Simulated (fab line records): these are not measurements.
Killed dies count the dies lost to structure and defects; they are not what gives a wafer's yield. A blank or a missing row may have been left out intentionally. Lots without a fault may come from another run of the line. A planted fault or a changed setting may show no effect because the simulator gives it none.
What tool caused it? -- flow gf180mcu -- 42 wafers from 14 lots sampled at 4 of the route's 602 steps

## WHAT THE GAUGES SHOWED, per wafer
GF_V3_BOW_MEAS_05. Usual: V3_BOW gives 117 um (standard deviation 8.2).
lot,measured,on,V3_BOW (um),flag
L809,day 21 08:52,filmMetro-02,122 126 128,
L811,day 22 14:35,filmMetro-02,111 115 113,
L813,day 22 20:14,filmMetro-02,127 122 123,
L812,day 23 01:38,filmMetro-01,118 118 118,
L815,day 23 16:59,filmMetro-03,101 115 111,
L817,day 24 06:35,filmMetro-03,136 122 124,
L818,day 24 13:28,filmMetro-02,118 122 115,
L819,day 25 01:49,filmMetro-03,118 111 103,
L821,day 25 17:01,filmMetro-02,110 118 108,
L822,day 26 01:52,filmMetro-02,120 121 119,
L826,day 27 03:32,filmMetro-03,123 115 116,
L828,day 27 21:47,filmMetro-02,123 118 114,
L829,day 28 05:05,filmMetro-01,107 91 108,
L830,day 28 06:38,filmMetro-01,112 103 103,

GF_TOP_METAL_CD_MEAS_14: the cd target is 440 nm. Usual: cdNm reads 439.9 nm (standard deviation 2.4).
lot,measured,on,cdNm (nm),flag
L809,day 28 00:22,cdSem-02,440.5 441.9 442.7,
L811,day 29 01:24,cdSem-01,439.2 437.5 437.8,
L813,day 29 07:06,cdSem-01,442.0 439.2 438.3,
L812,day 29 10:56,cdSem-02,443.7 443.0 441.8,
L815,day 29 23:41,cdSem-01,439.0 439.1 438.0,
L817,day 30 10:28,cdSem-02,442.0 441.2 440.4,
L818,day 30 16:56,cdSem-01,440.3 438.3 438.6,
L819,day 31 03:31,cdSem-01,433.4 433.8 433.8,
L821,day 31 16:20,cdSem-01,439.0 438.8 439.5,
L822,day 31 23:39,cdSem-02,439.9 438.6 440.3,
L826,day 32 20:26,cdSem-01,432.1 436.8 436.7,
L828,day 33 11:06,cdSem-01,439.6 440.1 438.9,
L829,day 33 17:03,cdSem-02,440.8 439.3 441.8,
L830,day 33 19:29,cdSem-02,439.7 442.3 445.1,

## WHICH TOOL RAN EACH LOT (tool, then ch and the chambers of the sampled wafers, then the start)
lot,GF_MIM_SPUTTER_03,GF_V5_CVD_00
L809,"pvdSputter-02, day 24 09:22","hdpcvd-01 ch 0,1,2, day 26 05:21"
L811,"pvdSputter-02, day 25 14:22","hdpcvd-02 ch 0,1,2, day 27 08:13"
L813,"pvdSputter-04, day 25 18:47","hdpcvd-01 ch 0,1,2, day 27 13:23"
L812,"pvdSputter-01, day 25 23:34","hdpcvd-01 ch 0,2, day 27 17:52"
L815,"pvdSputter-01, day 26 13:27","hdpcvd-01 ch 0,1, day 28 06:54"
L817,"pvdSputter-02, day 27 02:57","hdpcvd-02 ch 0,2, day 28 18:37"
L818,"pvdSputter-01, day 27 08:37","hdpcvd-02 ch 0,1,2, day 29 01:49"
L819,"pvdSputter-02, day 27 20:36","hdpcvd-01 ch 0,1, day 29 12:43"
L821,"pvdSputter-02, day 28 09:55","hdpcvd-02 ch 0,1,2, day 30 02:16"
L822,"pvdSputter-01, day 28 19:37","hdpcvd-02 ch 0,1, day 30 10:52"
L826,"pvdSputter-02, day 29 19:34","hdpcvd-01 ch 0,1,2, day 31 09:24"
L828,"pvdSputter-02, day 30 12:05","hdpcvd-01 ch 0,2, day 32 00:04"
L829,"pvdSputter-01, day 30 18:18","hdpcvd-02 ch 0,1,2, day 32 06:23"
L830,"pvdSputter-01, day 30 19:53","hdpcvd-02 ch 1,2, day 32 08:41"
- GF_MIM_SPUTTER_03: material Ti, target thk 10 nm, time 6.7 s.
- GF_V5_CVD_00: deposits SiO2, target thk 300 nm, time 50 s.

## AS READ BY THE TOOLS THEMSELVES (means over the sampled wafers that have a number; for cases with no such wafer, the mark the record gives instead)
GF_MIM_SPUTTER_03. Usual: throttleValvePct reads 30.1 % (standard deviation 0.82).
lot,tool,throttleValvePct (%),flag
L809,pvdSputter-02,30.3,
L811,pvdSputter-02,29.6,
L813,pvdSputter-04,29.5,
L812,pvdSputter-01,29.7,
L815,pvdSputter-01,31.1,
L817,pvdSputter-02,30.4,
L818,pvdSputter-01,29.8,
L819,pvdSputter-02,30.0,
L821,pvdSputter-02,30.0,
L822,pvdSputter-01,29.9,
L826,pvdSputter-02,29.3,
L828,pvdSputter-02,29.9,
L829,pvdSputter-01,30.4,
L830,pvdSputter-01,30.1,

## THE ANSWER, worked out from the rows above alone
Rule: take the mean of a lot's wafers that have a number; if it is more than 3 standard deviations from the usual mean, the lot is off. Also off: a lot with no number at a reading for which 4 or more lots have one. Any other lot the step has rows for is counted as sound. Order of review: gauges by route order, followed by the tools' own readings, for which a lot's mean as printed above is used. The first step at which some lot is off is used, and at that step the reading that is off furthest; a lot without a number counts as furthest.
Nothing can be told from this: no lot is off at any reading shown.

## WHAT HAD BEEN PUT IN BY THE SIMULATOR
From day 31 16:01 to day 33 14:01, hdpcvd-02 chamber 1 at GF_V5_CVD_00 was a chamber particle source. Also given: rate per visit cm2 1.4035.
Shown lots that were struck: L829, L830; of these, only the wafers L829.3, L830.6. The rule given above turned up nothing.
